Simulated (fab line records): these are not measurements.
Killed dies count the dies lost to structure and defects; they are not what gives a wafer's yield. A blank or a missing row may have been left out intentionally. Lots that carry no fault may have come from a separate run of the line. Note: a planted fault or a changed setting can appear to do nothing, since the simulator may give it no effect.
A struck lot beside a sound one + flow sky130 + 32 steps out of a route of 708
Sound: the wafers L299.1, L299.4, L299.6. Wafers struck: L308.1, L308.5, L308.6. The cause is given at the end.
Order at every step that has rows: each side's tool, ch and its chambers, its first start. Under that, the readings that differ: sound wafers + struck wafers + difference of the means + sigmas: that difference in standard deviations of wafers without a fault.
alike: same words and numbers on both sides, and readings whose means sit less than 2 such deviations apart. not compared: any withheld reading, any reading some wafer has no value for, any bound like >300 that may hide the same value, and any number with overlapping values for which the record gives no deviation.
Wherever a step has rows on one side only, a row that says differs or no value, or a row with sigmas, the two part there. When numbers do not overlap yet have no deviation, they are printed without sigmas and do not part them. A reading missing from all wafers of one side parts the sides only when that side holds two or more wafers.

first, 7 steps without rows for these wafers: SKY_CONTACT_ETCH_18 (etches Si3N4 in CHF3/O2, stops on TiN, time 39 s, target depth 75 nm); SKY_CONTACT_STRIP_19 (strips in O2/N2); SKY_CONTACT_STRIP_20 (strips in post etch residue remover, time 1200 s); SKY_CONTACT_CLEAN_21 (cleans in IPA, time 180 s); SKY_CONTACT_CLEAN_22 (cleans in O3/DIW); SKY_CONTACT_SPUTTER_23 (material TiN, target thk 20 nm, time 80 s); SKY_CONTACT_CVD_24 (deposits W, target thk 340 nm, time 102.12 s).
SKY_CONTACT_RS_MEAS_25: the measuring method here is four-point-probe.
  sound on film_metro-02 at day 33 09:29; struck on film_metro-04 at day 36 06:39
  alike: CONTACT_W_RS
SKY_CONTACT_THK_MEAS_26: measures by xrf.
  sound on film_metro-02 at day 33 09:37; struck on film_metro-04 at day 36 06:46
  alike: CONTACT_W_THK
SKY_CONTACT_CMP_27: polishes, stops on SiO2, t overpolish 15 s, target thk 0 nm.
  sound on cmp-02 ch 1,2, day 33 09:40; struck on cmp-02 ch 0,1,3, day 36 06:56
  alike: motor_current_A, overpolish_run_s, retaining_ring_pressure_frac, slurry_filter_dp_kPa, time_to_endpoint_s
SKY_METAL1_SPUTTER_00: material Ti, target thk 15 nm, time 10 s.
  sound on pvd_sputter-01 at day 33 09:58; struck on pvd_sputter-01 at day 36 07:08
  alike: throttle_valve_pct
then, 1 step without rows for these wafers: SKY_METAL1_SPUTTER_01 (material TiN, target thk 20 nm, time 16.7 s).
SKY_METAL1_SPUTTER_02: material AlCu, target thk 250 nm, time 13.3 s.
  sound on pvd_sputter-01 at day 33 10:01; struck on pvd_sputter-01 at day 36 07:11
| reading                                     | sound             | struck            | difference | sigmas |
|---------------------------------------------|-------------------|-------------------|------------|--------|
| model.AlCu_of_METAL1_SPUTTER_02.thk_nm (nm) | 252.8 248.7 255.2 | 369.2 372.6 371.6 | +118.9     |        |
  alike: throttle_valve_pct
then, 1 step without rows for these wafers: SKY_METAL1_SPUTTER_03 (material Ti, target thk 5 nm, time 3.3 s).
SKY_METAL1_SPUTTER_04: material TiN, target thk 70 nm, time 58.3 s.
  sound on pvd_sputter-01 at day 33 10:04; struck on pvd_sputter-01 at day 36 07:14
  alike: throttle_valve_pct
SKY_METAL1_RS_MEAS_05: the measuring method here is four-point-probe.
  sound on film_metro-04 at day 33 10:07; struck on film_metro-02 at day 36 07:16
| reading                 | sound                | struck               | difference | sigmas |
|-------------------------|----------------------|----------------------|------------|--------|
| METAL1_ALCU_RS (ohm/sq) | 0.1252 0.1275 0.1240 | 0.0850 0.0843 0.0843 | -0.0410    | -29    |
SKY_METAL1_THK_MEAS_06: measures by xrf.
  sound on film_metro-04 at day 33 10:14; struck on film_metro-02 at day 36 07:23
| reading              | sound       | struck      | difference | sigmas |
|----------------------|-------------|-------------|------------|--------|
| METAL1_ALCU_THK (nm) | 258 254 260 | 375 376 376 | +118       | +38    |
then, 8 steps without rows for these wafers: SKY_METAL1_DEHYDRATE_07 (time 60 s); SKY_METAL1_HMDS_08 (prime time 60 s); SKY_METAL1_COAT_09 (resist thk 60 nm); SKY_METAL1_COAT_10 (resist thk 450 nm); SKY_METAL1_SOFTBAKE_11 (time 90 s); SKY_METAL1_EXPOSE_12 (exposes mask MM1, target cd 140 nm); SKY_METAL1_PEB_13; SKY_METAL1_DEVELOP_14 (develop time 60 s).
SKY_METAL1_CD_MEAS_15: target cd 140 nm.
  sound on cd_sem-02 at day 34 12:57; struck on cd_sem-01 at day 37 09:39
  alike: cd_nm
SKY_METAL1_OVL_MEAS_16:
  sound on overlay-02 at day 34 13:04; struck on overlay-01 at day 37 09:46
  alike: METAL1_OVL
then, 1 step without rows for these wafers: SKY_METAL1_DESCUM_17 (chemistry O2, time 8 s).
SKY_METAL1_ETCH_18: etches BARC in N2/H2, stops on SiO2, time 45.9 s, target depth 60 nm.
  sound on rie_metal-01 ch 1, day 34 13:08; struck on rie_metal-04 ch 0,1, day 37 09:50
  alike: drypump_motor_current_A, oes_product_au, throttle_valve_pct
  not compared: rf_hours_counter_h
SKY_METAL1_METAL_ETCH_19: etches the open film in Cl2/BCl3, stops on SiO2, target depth 360 nm, time 78 s.
  sound on rie_metal-01 ch 1, day 34 13:12; struck on rie_metal-04 ch 0,1, day 37 09:54
| reading               | sound             | struck            | difference | sigmas |
|-----------------------|-------------------|-------------------|------------|--------|
| oes_product_au (a.u.) | 0.861 0.860 0.859 | 0.958 0.974 0.975 | +0.109     | +18    |
  alike: drypump_motor_current_A, throttle_valve_pct
  not compared: rf_hours_counter_h
SKY_METAL1_STRIP_20: strips in O2/N2.
  sound on plasma_asher-01 ch 0,1, day 34 13:17; struck on plasma_asher-01 ch 0,1, day 37 09:59
  alike: drypump_motor_current_A, oes_product_au, strip_time_to_endpoint_s
  not compared: rf_hours_counter_h
-- the record jumps here: 12 days lie between the struck wafers' starts before and after (it left off in module METAL1 and takes up again in module PAD_OPEN, whose first step shown is number 708 of the route) --
SKY_PAD_OPEN_PROBE_99:
  sound on prober-01 at day 47 06:26; struck on prober-01 at day 49 09:04
| reading                               | sound                | struck                 | difference | sigmas |
|---------------------------------------|----------------------|------------------------|------------|--------|
| model.etest.met1_comb.leak_log10_a_um | -12 -12.03 -11.92    | -11.46 -9.509 -11.77   | +1.07      |        |
| model.etest.met1.line_ohm_um          | 0.9125 0.8897 0.8868 | 0.5992 0.5874 0.6149   | -0.2958    |        |
| model.etest.met1.rs_ohm_sq            | 0.127 0.1299 0.125   | 0.08518 0.0858 0.08533 | -0.04186   |        |

## WHERE THEY PART
At SKY_METAL1_RS_MEAS_05 first; at SKY_METAL1_METAL_ETCH_19 last (within this record only). Later steps at which nothing parts them and some readings are alike: SKY_METAL1_STRIP_20.

WHY: the cause the simulator had injected
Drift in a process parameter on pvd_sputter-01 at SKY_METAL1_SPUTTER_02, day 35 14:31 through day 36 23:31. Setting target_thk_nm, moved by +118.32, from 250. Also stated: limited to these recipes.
